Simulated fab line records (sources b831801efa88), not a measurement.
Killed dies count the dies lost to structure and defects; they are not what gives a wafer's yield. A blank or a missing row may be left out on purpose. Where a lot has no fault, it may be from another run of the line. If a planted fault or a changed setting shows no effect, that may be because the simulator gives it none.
Which tool did it? | flow gf180mcu | Sampling: 10 lots, 30 wafers, 4 of 602 route steps

== WHAT THE GAUGES SHOWED, per wafer ==
GF_DNWELL_TW_MEAS_09.
lot  | measured    | on           | DNWELL_TW
L589 | day 2 18:23 | filmMetro-04 | 1350 1360 1353
L590 | day 3 00:08 | filmMetro-02 | 1352 1337 1345
L591 | day 3 04:30 | filmMetro-01 | 1352 1356 1356
L592 | day 3 11:12 | filmMetro-04 | 1369 1362 1367
L595 | day 4 03:46 | filmMetro-01 | 1298 1299 1310
L602 | day 5 16:22 | filmMetro-02 | 1305 1305 1295
L608 | day 6 23:55 | filmMetro-02 | 1349 1344 1350
L609 | day 7 05:33 | filmMetro-02 | 1339 1346 1348
L610 | day 7 11:15 | filmMetro-04 | 1344 1336 1343
L612 | day 7 20:44 | filmMetro-01 | 1343 1344 1341

GF_MVSD_OVL_MEAS_07.
lot  | measured     | on         | MVSD_OVL (nm)
L589 | day 4 09:06  | overlay-01 | 0.3 0.4 2.5
L590 | day 4 16:08  | overlay-02 | 2.4 1.0 0.9
L591 | day 4 21:14  | overlay-01 | -0.6 -0.8 -1.3
L592 | day 5 04:11  | overlay-02 | 3.4 1.6 1.3
L595 | day 5 21:47  | overlay-02 | -1.4 0.1 -1.7
L602 | day 7 14:55  | overlay-02 | -0.4 0.7 1.9
L608 | day 9 00:06  | overlay-01 | 0.9 2.0 1.1
L609 | day 9 07:44  | overlay-02 | 1.3 2.7 3.6
L610 | day 9 14:57  | overlay-01 | -3.1 -2.0 -4.4
L612 | day 10 00:51 | overlay-01 | -0.1 0.5 2.8

GF_HV_LDD_THK_MEAS_57.
lot  | measured     | on           | HV_LDD_CVD_56_THK (nm)
L589 | day 12 08:44 | filmMetro-03 | 90.0 89.7 89.8
L590 | day 12 21:49 | filmMetro-04 | 89.7 88.7 89.0
L591 | day 13 06:49 | filmMetro-01 | 90.2 91.2 90.5
L592 | day 13 13:11 | filmMetro-01 | 90.2 89.5 89.5
L595 | day 14 15:13 | filmMetro-03 | 89.3 89.8 89.9
L602 | day 16 18:56 | filmMetro-01 | 90.9 91.1 91.6
L608 | day 18 21:20 | filmMetro-03 | 90.7 91.6 91.1
L609 | day 19 07:57 | filmMetro-04 | 90.1 91.1 90.0
L610 | day 19 16:28 | filmMetro-03 | 91.2 91.4 91.3
L612 | day 20 02:46 | filmMetro-03 | 90.3 91.1 89.7

== EACH LOT AND THE TOOL THAT RAN IT (in order: tool; ch and the chambers of the sampled wafers; start) ==
lot  | GF_DNWELL_IMPLANT_07
L589 | implanter-01 ch 0, day 2 18:08
L590 | implanter-04 ch 0, day 2 23:53
L591 | implanter-01 ch 0, day 3 04:16
L592 | implanter-01 ch 0, day 3 10:57
L595 | implanter-01 ch 0, day 4 03:31
L602 | implanter-01 ch 0, day 5 16:10
L608 | implanter-04 ch 0, day 6 23:40
L609 | implanter-03 ch 0, day 7 05:18
L610 | implanter-04 ch 0, day 7 11:00
L612 | implanter-03 ch 0, day 7 20:29
- GF_DNWELL_IMPLANT_07

== AS READ BY THE TOOLS THEMSELVES (means over the sampled wafers that have a number; for cases with no such wafer, the mark the record gives instead) ==
The record holds no such reading with a usual standard deviation.

== THE ANSWER, worked out from the rows above alone ==
Rule: what is usual is taken from the lots themselves. The widest of any qualifying gaps counts: lots, ordered by their means at a reading, are off when they make up no more than a third of the lots, leave a main group of 4 or more, and stand apart from it by 3 or more times the standard deviation of that group's means. Not used: any main group whose means are identical at the precision the tables above print for the reading. A lot without any number at a reading at which 4 lots or more have one is off too. The other lots that the step has rows for count as sound. The gauges are gone through in route order, then the tools' own readings, and for those a lot's mean is taken as printed above. The first step at which some lot is off is used, and at that step the reading that is off furthest; a lot without a number counts as furthest.
Off: at GF_DNWELL_TW_MEAS_09 (DNWELL_TW), L595, L602. The main group has a mean of 1349 with a standard deviation of 7.9.
A tool fits if, at a process step before that reading, it ran every lot that is off, and no sound lot after the first of them. The gauges at GF_DNWELL_TW_MEAS_09 are tried like those tools. One fits: implanter-01 at GF_DNWELL_IMPLANT_07. Its last sound lot is L592 (day 3 10:57), its first lot that is off L595 (day 4 03:31): a fault that began between those two fits.

== WHAT THE SIMULATOR HAD PUT IN ==
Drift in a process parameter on implanter-01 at GF_DNWELL_IMPLANT_07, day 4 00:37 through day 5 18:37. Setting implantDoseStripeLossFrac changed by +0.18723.
Struck lots among those shown: L595, L602. The rule above found the same.
